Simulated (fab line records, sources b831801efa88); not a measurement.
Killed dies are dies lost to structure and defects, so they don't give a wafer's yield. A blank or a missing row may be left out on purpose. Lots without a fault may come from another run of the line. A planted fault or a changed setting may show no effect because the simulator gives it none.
A struck lot beside a sound one | flow sky130 | 15 steps out of a route of 708
Sound: wafers L866.4, L866.5, L866.6. Struck: wafers L876.3, L876.5. (L876.1 of the same lot was not struck and is left out.) The cause comes at the end.
At each step with rows: each side's tool, then ch and its chambers, then its first start. Under that, the readings that differ: sound wafers | struck wafers | difference of the means | sigmas: that difference in standard deviations of wafers without a fault.
alike: readings whose means differ by less than 2 such deviations, and words and numbers that are the same on both sides. not compared: withheld readings, readings that some wafer has no value for, bounds like >300 that may hide the same value, and numbers for which the record gives no deviation and whose values overlap.
The two part at a step that has a row with sigmas, a row that says differs or no value, or rows on one side only. Numbers that don't overlap but have no deviation are shown without sigmas and don't part them. A reading that every wafer of one side lacks parts them only if that side has two wafers or more.

SKY_VIA2_STRIP_16: strips in O2/N2.
  sound on plasma_asher-03 ch 0,1, day 37 07:29; struck on plasma_asher-01 ch 1, day 40 05:16
  reading                     | sound       | struck  | difference | sigmas
  drypump_motor_current_A (A) | 5.3 5.3 6.0 | 6.2 6.2 | +0.7       | +2
  alike: chamber_pressure_mTorr, oes_product_au, strip_time_to_endpoint_s
  not compared: rf_hours_counter_h
then, 3 steps without rows for these wafers: SKY_VIA2_STRIP_17 (strips in post etch residue remover, time 1200 s); SKY_VIA2_CLEAN_18 (cleans in IPA, time 180 s); SKY_VIA2_CLEAN_19 (cleans in O3/DIW).
SKY_VIA2_SPUTTER_20: material TiN, target thk 20 nm, time 80 s.
  sound on pvd_sputter-02, day 37 08:05; struck on pvd_sputter-03, day 40 05:52
  alike: throttle_valve_pct
then, 1 step without rows for these wafers: SKY_VIA2_CVD_21 (deposits W, target thk 420 nm, time 126.4 s).
SKY_VIA2_RS_MEAS_22: measures by four-point-probe.
  sound on film_metro-01, day 37 08:20; struck on film_metro-04, day 40 06:04
  alike: VIA2_W_RS
SKY_VIA2_THK_MEAS_23: measures by xrf.
  sound on film_metro-01, day 37 08:25; struck on film_metro-04, day 40 06:11
  alike: VIA2_W_THK
SKY_VIA2_CMP_24: polishes, stops on SiO2, t overpolish 20 s, target thk 0 nm.
  sound on cmp-02 ch 0,1,2, day 37 08:36; struck on cmp-02 ch 2,3, day 40 06:34
  alike: motor_current_A, overpolish_run_s, time_to_endpoint_s
then, 1 step without rows for these wafers: SKY_METAL3_SPUTTER_00 (material Ti, target thk 15 nm, time 10 s).
SKY_METAL3_SPUTTER_01: material TiN, target thk 20 nm, time 16.7 s.
  sound on pvd_sputter-01, day 37 08:47; struck on pvd_sputter-01, day 40 06:53
  alike: throttle_valve_pct
then, 1 step without rows for these wafers: SKY_METAL3_SPUTTER_02 (material AlCu, target thk 735 nm, time 39.1 s).
SKY_METAL3_SPUTTER_03: material Ti, target thk 5 nm, time 3.3 s.
  sound on pvd_sputter-01, day 37 08:50; struck on pvd_sputter-01, day 40 06:57
  reading                                   | sound            | struck      | difference | sigmas
  model.Ti_of_METAL3_SPUTTER_03.thk_nm (nm) | 4.95 5.062 4.912 | 4.193 4.171 | -0.793     |
  alike: throttle_valve_pct
SKY_METAL3_SPUTTER_04: material TiN, target thk 70 nm, time 58.3 s.
  sound on pvd_sputter-01, day 37 08:52; struck on pvd_sputter-01, day 40 06:58
  alike: throttle_valve_pct
-- the record jumps here: 9 days lie between the struck wafers' starts before and after (it left off in module METAL3 and takes up again in module PAD_OPEN, whose first step shown is number 708 of the route) --
SKY_PAD_OPEN_PROBE_99:
  sound on prober-01, day 46 14:49; struck on prober-01, day 48 23:56
  reading       | sound    | struck | difference | sigmas
  killed_on_rim | 11 18 13 | 17 27  | +8         | +2
  alike: defect_limited_yield, killed_at_M0_to_M3, killed_at_M4_up, killed_at_contacts, killed_at_front_end, killed_at_other, killed_dies, killed_open, killed_short, sort_bin_3_pad_short, sort_bin_5_function, sort_bin_6_memory, sort_n_pass, sort_yield_pct

WHERE THEY PART
First at SKY_VIA2_STRIP_16; last, within this record, at SKY_PAD_OPEN_PROBE_99.

WHY: what the simulator had put in
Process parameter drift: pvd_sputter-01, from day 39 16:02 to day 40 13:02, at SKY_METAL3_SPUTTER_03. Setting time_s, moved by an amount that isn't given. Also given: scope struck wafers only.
